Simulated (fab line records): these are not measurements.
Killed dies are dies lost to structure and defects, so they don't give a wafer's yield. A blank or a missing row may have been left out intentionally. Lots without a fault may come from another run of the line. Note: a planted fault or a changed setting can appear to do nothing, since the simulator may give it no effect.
Problem report in the 8D (eight disciplines) form, filled by code -- flow sky130 -- the parts of the form that need people (team, actions taken, sign-off) are left out

1. PROBLEM STATEMENT
At SKY_POLY_GATE_ETCH_16, bias-w averages 91.53 W over 2 wafers from 2 lots, while fault-free wafers read 80.01 W, standard deviation 0.26. Relative to the usual mean, that is a shift of +44 standard deviations.
The step: etches Si3N4 in CH3F/O2, stops on poly-Si, time 147.5 s, target depth 75 nm.
Earliest sighting: wafer L789.6 on rie-diel-01 at day 20 21:22. The record holds 18 wafers of 6 lots with a number at this step. The rule behind "out" and "out of limits": a value lying over 4 standard deviations away from the usual mean. All remaining wafers that have a number are taken as sound.

2. WHAT THIS IS AND IS NOT
question,is,is not
which readings at this step,bias-w,"drypump-motor-current-A, oes-product-au, throttle-valve-pct"
which lots,"L789, L792","L779, L783, L794, L796"
which wafers of those lots,"L789.6, L792.1","L789.1, L789.2, L792.2, L792.3"
read on which tools,rie-diel-01,rie-diel-03
when,from day 20 21:22,"up to then (8 sound wafers); but 8 sound wafers of L792, L794, L796 came after"

3. SUSPECTS, AND WHAT RULES EACH OUT
Counting: a tool at a process step up to the reading stays a suspect if it ran every lot that is out. Sound lots after the first of them don't rule it out here, since some wafers of a struck lot are sound.
- rie-diel-01 at SKY_POLY_GATE_ETCH_15 (etches BARC in N2/H2, stops on SiO2, time 118.5 s, target depth 110 nm): kept. Every lot that is out went through it, the first being L789 (day 20 21:17); the last sound lot it ran before that was L783 (day 17 10:10).
- rie-diel-01 at SKY_POLY_GATE_ETCH_16 (etches Si3N4 in CH3F/O2, stops on poly-Si, time 147.5 s, target depth 75 nm): kept. Every lot that is out went through it, the first being L789 (day 20 21:22); the last sound lot it ran before that was L783 (day 17 10:15). Out on those wafers are its own readings of bias-w.
- At SKY_POLY_GATE_ETCH_15, inside rie-diel-01: chamber 2 took the wafers that are out, while their sound lot-mates went through chambers 0, 1, 3.
- At SKY_POLY_GATE_ETCH_16, inside rie-diel-01: chamber 2 took the wafers that are out, while their sound lot-mates went through chambers 0, 1, 3.
The count leaves rie-diel-01 at SKY_POLY_GATE_ETCH_16 and rie-diel-01 at SKY_POLY_GATE_ETCH_15.

4. THE CAUSE (what the simulator had put in)
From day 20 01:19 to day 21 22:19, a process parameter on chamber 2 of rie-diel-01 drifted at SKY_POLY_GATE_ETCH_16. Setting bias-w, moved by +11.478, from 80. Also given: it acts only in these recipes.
Counting left 2 suspects, and this tool is among them.

5. THE EFFECT CHAIN, in route order
Each row: a reading where the mean over the struck wafers with a number is more than 3 standard deviations away from the usual. Scope: only readings with a usual standard deviation given in the record; hours: median across lots of the time from each lot's start at the first step in this table that gives one to its start at this step; sigmas: change in usual standard deviations.
hours,step,reading,usual,on struck wafers,change,sigmas
0,SKY_POLY_GATE_ETCH_16,bias-w,80.01 W,91.53,+11.52,+44
Its process steps:
- SKY_POLY_GATE_ETCH_16: etches Si3N4 in CH3F/O2, stops on poly-Si, time 147.5 s, target depth 75 nm.

6. HOW IT WOULD HAVE BEEN CAUGHT EARLIER
In this record no reading fell out of limits until day 20 21:22, 20 hours after the fault had begun at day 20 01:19.
